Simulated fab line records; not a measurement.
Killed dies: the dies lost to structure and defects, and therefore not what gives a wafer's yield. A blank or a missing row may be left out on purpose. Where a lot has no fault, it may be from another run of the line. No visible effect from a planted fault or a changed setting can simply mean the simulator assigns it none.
fab line records / flow sky130
[record] lots = 14 wafers = 42 last_day = 50
route steps=708 shown SD_P@329
lots with no fault: from the same line, run without faults
start_h: the number of hours between the record's first day and the start of the first shown wafer of the lot / wait_h: time in hours since the lot's previous step / " as in the row above / L1.1+2: several wafers, shown together as one row / - no value, or no start given / * or withheld: withheld / < > ~ a bound
route shown NAME@n: NAME is a module with steps in the file, n the number in the route of the first one / usual: the fault-free wafers' mean and standard deviation / same: alike in all rows / chamber/n: place in a boat / sites: the reading at each site / _std_site: the values' standard deviation / _edge_site: inner sites' mean taken away from outer sites' mean / radius_mm: how far each site lies from the wafer's centre / mask NAME#n: copy n / behind: the most recent tool/chamber to have shaped the wafer / hold: cause of the lot's hold/its duration in hours/its outcome / device: whichever transistor did not switch (one of n, p or np) / end of line: the route-end tests of the same wafers / where a step has no rows: the recipe by itself / killed: count of dies lost to structure and defects at first sort (not the wafer's yield) / map: a wafer's dies, marking killed ones x, the rest . and places with no die _
set.NAME: the setting that was run; set.NAME@STEP: the one run at that earlier step / model.NAME: the simulator's own value behind a step, which no gauge read
steps of the route over a sample of lots; a table a step, a row a wafer
services: the hour from which a tool's chamber was out of use, counted from the record's first day as start_h (under 0 if before that day), plus the number of hours and why
[[steps]]
[step SKY_SD_P_IMPLANT_09]
[recipe] species = BF2 energy_kev = 20 dose_cm2 = 3e+15 tilt_deg = 0
lot.wafer=L638.3+5+6 tool=implanter-01 chamber=0 start_h=589.70 wait_h=0.1
lot.wafer=L641.3+4+5 tool=implanter-03 chamber=0 start_h=624.50 wait_h=0.1
lot.wafer=L640.1+2+5 tool=implanter-03 chamber=0 start_h=626.05 wait_h=0.0
lot.wafer=L642.2+3+5 tool=implanter-01 chamber=0 start_h=634.56 wait_h=0.0
lot.wafer=L645.3+4+6 tool=implanter-02 chamber=0 start_h=647.15 wait_h=0.1
lot.wafer=L644.2+3+5 tool=implanter-02 chamber=0 start_h=648.08 wait_h=0.0
lot.wafer=L646.4+5+6 tool=implanter-02 chamber=0 start_h=660.41 wait_h=0.1
lot.wafer=L647.2+3+6 tool=implanter-01 chamber=0 start_h=673.62 wait_h=0.0
lot.wafer=L648.1+3+6 tool=implanter-02 chamber=0 start_h=685.25 wait_h=0.0
lot.wafer=L653.2+5+6 tool=implanter-01 chamber=0 start_h=726.58 wait_h=0.0
lot.wafer=L655.3+4+5 tool=implanter-03 chamber=0 start_h=728.15 wait_h=0.1
lot.wafer=L656.3+4+5 tool=implanter-01 chamber=0 start_h=742.88 wait_h=0.1
lot.wafer=L658.1+2+5 tool=implanter-03 chamber=0 start_h=760.23 wait_h=0.0
lot.wafer=L660.2+4+5 tool=implanter-02 chamber=0 start_h=768.16 wait_h=0.0
[step SKY_SD_P_STRIP_10]
[recipe] chemistry = O2/N2 power_w = 1400 pressure_mtorr = 1500 platen_temp_c = withheld o2_flow_sccm = 3000 n2_flow_sccm = 300 overash_fraction = 0.5
[usual] drypump_motor_current_A = 5.76/0.17 oes_product_au = 0.618/0.0045 strip_time_to_endpoint_s = 17.50/0.038
lot.wafer=L638.3 tool=plasma_asher-04 chamber=0 start_h=589.83 wait_h=0.1 drypump_motor_current_A=5.64 oes_product_au=0.625 rf_hours_counter_h=- strip_time_to_endpoint_s=17.55
lot.wafer=L638.5 tool=plasma_asher-04 chamber=0 start_h=589.83 wait_h=0.1 drypump_motor_current_A=5.66 oes_product_au=0.620 rf_hours_counter_h=- strip_time_to_endpoint_s=17.60
lot.wafer=L638.6 tool=plasma_asher-04 chamber=1 start_h=589.83 wait_h=0.1 drypump_motor_current_A=5.61 oes_product_au=0.621 rf_hours_counter_h=- strip_time_to_endpoint_s=17.55
lot.wafer=L641.3 tool=plasma_asher-02 chamber=1 start_h=624.64 wait_h=0.1 drypump_motor_current_A=5.54 oes_product_au=0.619 rf_hours_counter_h=- strip_time_to_endpoint_s=17.48
lot.wafer=L641.4 tool=plasma_asher-02 chamber=0 start_h=624.64 wait_h=0.1 drypump_motor_current_A=5.76 oes_product_au=0.621 rf_hours_counter_h=- strip_time_to_endpoint_s=17.51
lot.wafer=L641.5 tool=plasma_asher-02 chamber=1 start_h=624.64 wait_h=0.1 drypump_motor_current_A=5.53 oes_product_au=0.612 rf_hours_counter_h=- strip_time_to_endpoint_s=17.48
lot.wafer=L640.1 tool=plasma_asher-02 chamber=0 start_h=626.20 wait_h=0.1 drypump_motor_current_A=5.77 oes_product_au=0.618 rf_hours_counter_h=97 strip_time_to_endpoint_s=17.48
lot.wafer=L640.2 tool=plasma_asher-02 chamber=1 start_h=626.20 wait_h=0.1 drypump_motor_current_A=5.55 oes_product_au=0.617 rf_hours_counter_h=97 strip_time_to_endpoint_s=17.49
lot.wafer=L640.5 tool=plasma_asher-02 chamber=1 start_h=626.20 wait_h=0.1 drypump_motor_current_A=5.53 oes_product_au=0.608 rf_hours_counter_h=- strip_time_to_endpoint_s=17.44
lot.wafer=L642.2 tool=plasma_asher-01 chamber=1 start_h=634.68 wait_h=0.1 drypump_motor_current_A=5.97 oes_product_au=0.625 rf_hours_counter_h=20 strip_time_to_endpoint_s=17.49
lot.wafer=L642.3 tool=plasma_asher-01 chamber=0 start_h=634.68 wait_h=0.1 drypump_motor_current_A=5.94 oes_product_au=0.615 rf_hours_counter_h=- strip_time_to_endpoint_s=17.50
lot.wafer=L642.5 tool=plasma_asher-01 chamber=1 start_h=634.68 wait_h=0.1 drypump_motor_current_A=5.96 oes_product_au=0.618 rf_hours_counter_h=- strip_time_to_endpoint_s=17.48
lot.wafer=L645.3 tool=plasma_asher-02 chamber=1 start_h=647.28 wait_h=0.1 drypump_motor_current_A=5.56 oes_product_au=0.623 rf_hours_counter_h=- strip_time_to_endpoint_s=17.45
lot.wafer=L645.4 tool=plasma_asher-02 chamber=0 start_h=647.28 wait_h=0.1 drypump_motor_current_A=5.78 oes_product_au=0.615 rf_hours_counter_h=- strip_time_to_endpoint_s=17.49
lot.wafer=L645.6 tool=plasma_asher-02 chamber=1 start_h=647.28 wait_h=0.1 drypump_motor_current_A=5.55 oes_product_au=0.616 rf_hours_counter_h=- strip_time_to_endpoint_s=17.48
lot.wafer=L644.2 tool=plasma_asher-02 chamber=1 start_h=648.20 wait_h=0.1 drypump_motor_current_A=5.53 oes_product_au=0.617 rf_hours_counter_h=99 strip_time_to_endpoint_s=17.48
lot.wafer=L644.3 tool=plasma_asher-02 chamber=0 start_h=648.20 wait_h=0.1 drypump_motor_current_A=5.75 oes_product_au=0.616 rf_hours_counter_h=- strip_time_to_endpoint_s=17.49
lot.wafer=L644.5 tool=plasma_asher-02 chamber=1 start_h=648.20 wait_h=0.1 drypump_motor_current_A=5.51 oes_product_au=0.625 rf_hours_counter_h=- strip_time_to_endpoint_s=17.47
lot.wafer=L646.4 tool=plasma_asher-02 chamber=0 start_h=660.52 wait_h=0.1 drypump_motor_current_A=5.77 oes_product_au=0.623 rf_hours_counter_h=- strip_time_to_endpoint_s=17.43
lot.wafer=L646.5 tool=plasma_asher-02 chamber=0 start_h=660.52 wait_h=0.1 drypump_motor_current_A=5.80 oes_product_au=0.610 rf_hours_counter_h=- strip_time_to_endpoint_s=17.41
lot.wafer=L646.6 tool=plasma_asher-02 chamber=1 start_h=660.52 wait_h=0.1 drypump_motor_current_A=5.53 oes_product_au=0.616 rf_hours_counter_h=- strip_time_to_endpoint_s=17.44
lot.wafer=L647.2 tool=plasma_asher-02 chamber=1 start_h=673.75 wait_h=0.1 drypump_motor_current_A=5.54 oes_product_au=0.628 rf_hours_counter_h=102 strip_time_to_endpoint_s=17.50
lot.wafer=L647.3 tool=plasma_asher-02 chamber=1 start_h=673.75 wait_h=0.1 drypump_motor_current_A=5.56 oes_product_au=0.619 rf_hours_counter_h=- strip_time_to_endpoint_s=17.45
lot.wafer=L647.6 tool=plasma_asher-02 chamber=1 start_h=673.75 wait_h=0.1 drypump_motor_current_A=5.52 oes_product_au=0.618 rf_hours_counter_h=- strip_time_to_endpoint_s=17.51
lot.wafer=L648.1 tool=plasma_asher-02 chamber=1 start_h=685.40 wait_h=0.1 drypump_motor_current_A=5.53 oes_product_au=0.617 rf_hours_counter_h=103 strip_time_to_endpoint_s=17.43
lot.wafer=L648.3 tool=plasma_asher-02 chamber=1 start_h=685.40 wait_h=0.1 drypump_motor_current_A=5.52 oes_product_au=0.612 rf_hours_counter_h=- strip_time_to_endpoint_s=17.44
lot.wafer=L648.6 tool=plasma_asher-02 chamber=0 start_h=685.40 wait_h=0.1 drypump_motor_current_A=5.77 oes_product_au=0.617 rf_hours_counter_h=- strip_time_to_endpoint_s=17.44
lot.wafer=L653.2 tool=plasma_asher-01 chamber=1 start_h=726.70 wait_h=0.1 drypump_motor_current_A=5.96 oes_product_au=0.631 rf_hours_counter_h=30 strip_time_to_endpoint_s=17.14
lot.wafer=L653.5 tool=plasma_asher-01 chamber=1 start_h=726.70 wait_h=0.1 drypump_motor_current_A=5.94 oes_product_au=0.617 rf_hours_counter_h=- strip_time_to_endpoint_s=17.16
lot.wafer=L653.6 tool=plasma_asher-01 chamber=0 start_h=726.70 wait_h=0.1 drypump_motor_current_A=5.96 oes_product_au=0.628 rf_hours_counter_h=- strip_time_to_endpoint_s=17.13
lot.wafer=L655.3 tool=plasma_asher-02 chamber=0 start_h=728.28 wait_h=0.1 drypump_motor_current_A=5.81 oes_product_au=0.619 rf_hours_counter_h=- strip_time_to_endpoint_s=17.49
lot.wafer=L655.4 tool=plasma_asher-02 chamber=1 start_h=728.28 wait_h=0.1 drypump_motor_current_A=5.53 oes_product_au=0.623 rf_hours_counter_h=- strip_time_to_endpoint_s=17.51
lot.wafer=L655.5 tool=plasma_asher-02 chamber=0 start_h=728.28 wait_h=0.1 drypump_motor_current_A=5.80 oes_product_au=0.616 rf_hours_counter_h=- strip_time_to_endpoint_s=17.52
lot.wafer=L656.3 tool=plasma_asher-02 chamber=1 start_h=743.02 wait_h=0.1 drypump_motor_current_A=5.52 oes_product_au=0.627 rf_hours_counter_h=- strip_time_to_endpoint_s=17.13
lot.wafer=L656.4 tool=plasma_asher-02 chamber=0 start_h=743.02 wait_h=0.1 drypump_motor_current_A=5.81 oes_product_au=0.621 rf_hours_counter_h=- strip_time_to_endpoint_s=17.15
lot.wafer=L656.5 tool=plasma_asher-02 chamber=0 start_h=743.02 wait_h=0.1 drypump_motor_current_A=5.80 oes_product_au=0.625 rf_hours_counter_h=- strip_time_to_endpoint_s=17.12
lot.wafer=L658.1 tool=plasma_asher-01 chamber=1 start_h=760.38 wait_h=0.1 drypump_motor_current_A=5.98 oes_product_au=0.615 rf_hours_counter_h=33 strip_time_to_endpoint_s=17.54
lot.wafer=L658.2 tool=plasma_asher-01 chamber=0 start_h=760.38 wait_h=0.1 drypump_motor_current_A=5.94 oes_product_au=0.623 rf_hours_counter_h=33 strip_time_to_endpoint_s=17.55
lot.wafer=L658.5 tool=plasma_asher-01 chamber=0 start_h=760.38 wait_h=0.1 drypump_motor_current_A=5.94 oes_product_au=0.610 rf_hours_counter_h=- strip_time_to_endpoint_s=17.55
lot.wafer=L660.2 tool=plasma_asher-02 chamber=0 start_h=768.28 wait_h=0.1 drypump_motor_current_A=5.78 oes_product_au=0.617 rf_hours_counter_h=3 strip_time_to_endpoint_s=17.47
lot.wafer=L660.4 tool=plasma_asher-02 chamber=1 start_h=768.28 wait_h=0.1 drypump_motor_current_A=5.52 oes_product_au=0.613 rf_hours_counter_h=- strip_time_to_endpoint_s=17.46
lot.wafer=L660.5 tool=plasma_asher-02 chamber=0 start_h=768.28 wait_h=0.1 drypump_motor_current_A=5.79 oes_product_au=0.626 rf_hours_counter_h=- strip_time_to_endpoint_s=17.45
[step SKY_SD_P_TW_MEAS_11]
[usual] SD_P_TW = 2811/20
lot.wafer=L638.3 tool=film_metro-01 chamber=- start_h=589.92 wait_h=0.1 SD_P_TW=2806
lot.wafer=L638.5 tool=film_metro-01 chamber=- start_h=589.92 wait_h=0.1 SD_P_TW=2781
lot.wafer=L638.6 tool=film_metro-01 chamber=- start_h=589.92 wait_h=0.1 SD_P_TW=2810
lot.wafer=L641.3 tool=film_metro-01 chamber=- start_h=624.72 wait_h=0.1 SD_P_TW=2815
lot.wafer=L641.4 tool=film_metro-01 chamber=- start_h=624.72 wait_h=0.1 SD_P_TW=2796
lot.wafer=L641.5 tool=film_metro-01 chamber=- start_h=624.72 wait_h=0.1 SD_P_TW=2812
lot.wafer=L640.1 tool=film_metro-01 chamber=- start_h=626.30 wait_h=0.1 SD_P_TW=2801
lot.wafer=L640.2 tool=film_metro-01 chamber=- start_h=626.30 wait_h=0.1 SD_P_TW=2811
lot.wafer=L640.5 tool=film_metro-01 chamber=- start_h=626.30 wait_h=0.1 SD_P_TW=2794
lot.wafer=L642.2 tool=film_metro-02 chamber=- start_h=634.79 wait_h=0.1 SD_P_TW=2801
lot.wafer=L642.3 tool=film_metro-02 chamber=- start_h=634.79 wait_h=0.1 SD_P_TW=2807
lot.wafer=L642.5 tool=film_metro-02 chamber=- start_h=634.79 wait_h=0.1 SD_P_TW=2806
lot.wafer=L645.3 tool=film_metro-02 chamber=- start_h=647.37 wait_h=0.1 SD_P_TW=2817
lot.wafer=L645.4 tool=film_metro-02 chamber=- start_h=647.37 wait_h=0.1 SD_P_TW=2814
lot.wafer=L645.6 tool=film_metro-02 chamber=- start_h=647.37 wait_h=0.1 SD_P_TW=2805
lot.wafer=L644.2 tool=film_metro-02 chamber=- start_h=648.31 wait_h=0.1 SD_P_TW=2784
lot.wafer=L644.3 tool=film_metro-02 chamber=- start_h=648.31 wait_h=0.1 SD_P_TW=2794
lot.wafer=L644.5 tool=film_metro-02 chamber=- start_h=648.31 wait_h=0.1 SD_P_TW=2794
lot.wafer=L646.4 tool=film_metro-01 chamber=- start_h=660.61 wait_h=0.1 SD_P_TW=2798
lot.wafer=L646.5 tool=film_metro-01 chamber=- start_h=660.61 wait_h=0.1 SD_P_TW=2811
lot.wafer=L646.6 tool=film_metro-01 chamber=- start_h=660.61 wait_h=0.1 SD_P_TW=2806
lot.wafer=L647.2 tool=film_metro-01 chamber=- start_h=673.86 wait_h=0.1 SD_P_TW=2789
lot.wafer=L647.3 tool=film_metro-01 chamber=- start_h=673.86 wait_h=0.1 SD_P_TW=2803
lot.wafer=L647.6 tool=film_metro-01 chamber=- start_h=673.86 wait_h=0.1 SD_P_TW=2788
lot.wafer=L648.1 tool=film_metro-04 chamber=- start_h=685.50 wait_h=0.1 SD_P_TW=2825
lot.wafer=L648.3 tool=film_metro-04 chamber=- start_h=685.50 wait_h=0.1 SD_P_TW=2827
lot.wafer=L648.6 tool=film_metro-04 chamber=- start_h=685.50 wait_h=0.1 SD_P_TW=2805
lot.wafer=L653.2 tool=film_metro-02 chamber=- start_h=726.81 wait_h=0.1 SD_P_TW=2745
lot.wafer=L653.5 tool=film_metro-02 chamber=- start_h=726.81 wait_h=0.1 SD_P_TW=2726
lot.wafer=L653.6 tool=film_metro-02 chamber=- start_h=726.81 wait_h=0.1 SD_P_TW=2741
lot.wafer=L655.3 tool=film_metro-04 chamber=- start_h=728.37 wait_h=0.1 SD_P_TW=2823
lot.wafer=L655.4 tool=film_metro-04 chamber=- start_h=728.37 wait_h=0.1 SD_P_TW=2828
lot.wafer=L655.5 tool=film_metro-04 chamber=- start_h=728.37 wait_h=0.1 SD_P_TW=2831
lot.wafer=L656.3 tool=film_metro-04 chamber=- start_h=743.10 wait_h=0.1 SD_P_TW=2751
lot.wafer=L656.4 tool=film_metro-04 chamber=- start_h=743.10 wait_h=0.1 SD_P_TW=2745
lot.wafer=L656.5 tool=film_metro-04 chamber=- start_h=743.10 wait_h=0.1 SD_P_TW=2745
lot.wafer=L658.1 tool=film_metro-01 chamber=- start_h=760.48 wait_h=0.1 SD_P_TW=2803
lot.wafer=L658.2 tool=film_metro-01 chamber=- start_h=760.48 wait_h=0.1 SD_P_TW=2818
lot.wafer=L658.5 tool=film_metro-01 chamber=- start_h=760.48 wait_h=0.1 SD_P_TW=2810
lot.wafer=L660.2 tool=film_metro-04 chamber=- start_h=768.39 wait_h=0.1 SD_P_TW=2821
lot.wafer=L660.4 tool=film_metro-04 chamber=- start_h=768.39 wait_h=0.1 SD_P_TW=2818
lot.wafer=L660.5 tool=film_metro-04 chamber=- start_h=768.39 wait_h=0.1 SD_P_TW=2818
[step SKY_SD_N_RS_MEAS_17]
[recipe] thk_meas_gauge = four-point-probe
[usual] SD_P_RS = 147.1/0.37
lot.wafer=L638.3 tool=film_metro-04 chamber=- start_h=647.64 wait_h=0.1 SD_P_RS[ohm/sq]=147.4
lot.wafer=L638.5 tool=film_metro-04 chamber=- start_h=647.64 wait_h=0.1 SD_P_RS[ohm/sq]=147.9
lot.wafer=L638.6 tool=film_metro-04 chamber=- start_h=647.64 wait_h=0.1 SD_P_RS[ohm/sq]=147.3
lot.wafer=L641.3 tool=film_metro-04 chamber=- start_h=681.00 wait_h=0.1 SD_P_RS[ohm/sq]=146.9
lot.wafer=L641.4 tool=film_metro-04 chamber=- start_h=681.00 wait_h=0.1 SD_P_RS[ohm/sq]=147.0
lot.wafer=L641.5 tool=film_metro-04 chamber=- start_h=681.00 wait_h=0.1 SD_P_RS[ohm/sq]=146.6
lot.wafer=L640.1 tool=film_metro-04 chamber=- start_h=683.11 wait_h=0.1 SD_P_RS[ohm/sq]=147.7
lot.wafer=L640.2 tool=film_metro-04 chamber=- start_h=683.11 wait_h=0.1 SD_P_RS[ohm/sq]=147.1
lot.wafer=L640.5 tool=film_metro-04 chamber=- start_h=683.11 wait_h=0.1 SD_P_RS[ohm/sq]=147.0
lot.wafer=L642.2 tool=film_metro-02 chamber=- start_h=691.68 wait_h=0.1 SD_P_RS[ohm/sq]=147.0
lot.wafer=L642.3 tool=film_metro-02 chamber=- start_h=691.68 wait_h=0.1 SD_P_RS[ohm/sq]=146.8
lot.wafer=L642.5 tool=film_metro-02 chamber=- start_h=691.68 wait_h=0.1 SD_P_RS[ohm/sq]=146.7
lot.wafer=L645.3 tool=film_metro-02 chamber=- start_h=704.30 wait_h=0.1 SD_P_RS[ohm/sq]=146.4
lot.wafer=L645.4 tool=film_metro-02 chamber=- start_h=704.30 wait_h=0.1 SD_P_RS[ohm/sq]=146.8
lot.wafer=L645.6 tool=film_metro-02 chamber=- start_h=704.30 wait_h=0.1 SD_P_RS[ohm/sq]=146.7
lot.wafer=L644.2 tool=film_metro-01 chamber=- start_h=705.38 wait_h=0.1 SD_P_RS[ohm/sq]=147.3
lot.wafer=L644.3 tool=film_metro-01 chamber=- start_h=705.38 wait_h=0.1 SD_P_RS[ohm/sq]=147.0
lot.wafer=L644.5 tool=film_metro-01 chamber=- start_h=705.38 wait_h=0.1 SD_P_RS[ohm/sq]=147.5
lot.wafer=L646.4 tool=film_metro-02 chamber=- start_h=718.02 wait_h=0.1 SD_P_RS[ohm/sq]=146.8
lot.wafer=L646.5 tool=film_metro-02 chamber=- start_h=718.02 wait_h=0.1 SD_P_RS[ohm/sq]=146.7
lot.wafer=L646.6 tool=film_metro-02 chamber=- start_h=718.02 wait_h=0.1 SD_P_RS[ohm/sq]=146.9
lot.wafer=L647.2 tool=film_metro-04 chamber=- start_h=730.39 wait_h=0.1 SD_P_RS[ohm/sq]=146.6
lot.wafer=L647.3 tool=film_metro-04 chamber=- start_h=730.39 wait_h=0.1 SD_P_RS[ohm/sq]=146.3
lot.wafer=L647.6 tool=film_metro-04 chamber=- start_h=730.39 wait_h=0.1 SD_P_RS[ohm/sq]=146.8
lot.wafer=L648.1 tool=film_metro-01 chamber=- start_h=741.96 wait_h=0.1 SD_P_RS[ohm/sq]=147.6
lot.wafer=L648.3 tool=film_metro-01 chamber=- start_h=741.96 wait_h=0.1 SD_P_RS[ohm/sq]=147.2
lot.wafer=L648.6 tool=film_metro-01 chamber=- start_h=741.96 wait_h=0.1 SD_P_RS[ohm/sq]=147.3
lot.wafer=L653.2 tool=film_metro-02 chamber=- start_h=780.28 wait_h=0.1 SD_P_RS[ohm/sq]=150.2
lot.wafer=L653.5 tool=film_metro-02 chamber=- start_h=780.28 wait_h=0.1 SD_P_RS[ohm/sq]=150.3
lot.wafer=L653.6 tool=film_metro-02 chamber=- start_h=780.28 wait_h=0.1 SD_P_RS[ohm/sq]=149.7
lot.wafer=L655.3 tool=film_metro-04 chamber=- start_h=781.20 wait_h=0.1 SD_P_RS[ohm/sq]=147.1
lot.wafer=L655.4 tool=film_metro-04 chamber=- start_h=781.20 wait_h=0.1 SD_P_RS[ohm/sq]=146.7
lot.wafer=L655.5 tool=film_metro-04 chamber=- start_h=781.20 wait_h=0.1 SD_P_RS[ohm/sq]=146.8
lot.wafer=L656.3 tool=film_metro-01 chamber=- start_h=796.59 wait_h=0.1 SD_P_RS[ohm/sq]=149.7
lot.wafer=L656.4 tool=film_metro-01 chamber=- start_h=796.59 wait_h=0.1 SD_P_RS[ohm/sq]=149.9
lot.wafer=L656.5 tool=film_metro-01 chamber=- start_h=796.59 wait_h=0.1 SD_P_RS[ohm/sq]=150.0
lot.wafer=L658.1 tool=film_metro-04 chamber=- start_h=814.10 wait_h=0.1 SD_P_RS[ohm/sq]=147.5
lot.wafer=L658.2 tool=film_metro-04 chamber=- start_h=814.10 wait_h=0.1 SD_P_RS[ohm/sq]=146.9
lot.wafer=L658.5 tool=film_metro-04 chamber=- start_h=814.10 wait_h=0.1 SD_P_RS[ohm/sq]=146.6
lot.wafer=L660.2 tool=film_metro-02 chamber=- start_h=822.17 wait_h=0.1 SD_P_RS[ohm/sq]=147.2
lot.wafer=L660.4 tool=film_metro-02 chamber=- start_h=822.17 wait_h=0.1 SD_P_RS[ohm/sq]=147.1
lot.wafer=L660.5 tool=film_metro-02 chamber=- start_h=822.17 wait_h=0.1 SD_P_RS[ohm/sq]=147.1
[[services]]
tool=implanter-01 chamber=- start_h=581.63 hours=4.5 kind=repair
tool=implanter-02 chamber=- start_h=610.09 hours=4.1 kind=repair
tool=plasma_asher-04 chamber=- start_h=624.79 hours=3.3 kind=repair
tool=plasma_asher-01 chamber=- start_h=635.72 hours=3.7 kind=repair
tool=implanter-03 chamber=- start_h=643.36 hours=3.8 kind=pm
tool=implanter-03 chamber=- start_h=658.52 hours=13.7 kind=repair
tool=plasma_asher-04 chamber=- start_h=684.90 hours=11.5 kind=repair
tool=implanter-01 chamber=- start_h=686.35 hours=1.7 kind=repair
tool=implanter-02 chamber=- start_h=687.66 hours=1.7 kind=pm
tool=implanter-01 chamber=- start_h=695.67 hours=2.6 kind=pm
tool=implanter-02 chamber=- start_h=727.43 hours=2.2 kind=repair
tool=plasma_asher-02 chamber=- start_h=733.75 hours=9.0 kind=pm
tool=plasma_asher-02 chamber=0 start_h=733.75 hours=9.0 kind=vent_cycle
tool=plasma_asher-02 chamber=1 start_h=733.75 hours=9.0 kind=vent_cycle
tool=plasma_asher-02 chamber=0 start_h=742.75 hours=- kind=clean
tool=plasma_asher-02 chamber=1 start_h=742.75 hours=- kind=clean
tool=plasma_asher-04 chamber=- start_h=747.54 hours=1.4 kind=repair
tool=implanter-01 chamber=- start_h=748.23 hours=2.2 kind=repair
tool=plasma_asher-01 chamber=- start_h=764.51 hours=10.8 kind=repair
tool=implanter-03 chamber=- start_h=765.80 hours=15.1 kind=pm
[[key]]
[first_sign] step = SKY_SD_P_STRIP_10 reading = strip_time_to_endpoint_s direction = down sigmas = 9.5 usual = * struck = *
[effect] step = SKY_SD_P_TW_MEAS_11 reading = SD_P_TW direction = down sigmas = 3.5 usual = 2811 struck = 2742
[effect] step = SKY_SD_N_RS_MEAS_17 reading = SD_P_RS direction = up sigmas = 7.7 usual = 147.1 struck = 150.0
met_at SKY_SD_P_IMPLANT_09
struck_lots L653,L656
tester_left_out L653,L656
onset_between 673.62 726.58
[fault] kind = process_parameter_drift tool = implanter-01 chamber = - onset_h = 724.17 steps = SKY_SD_P_IMPLANT_09 channel = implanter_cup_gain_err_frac offset = 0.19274 shape = step end_h = 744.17
// tester_left_out: of these lots the tester's yield and bins aren't shown, on N5 and GAA mostly nor the transistor test; their killed dies are dies lost to structure and defects alone, not to doping, threshold or leakage, so they don't give the yield
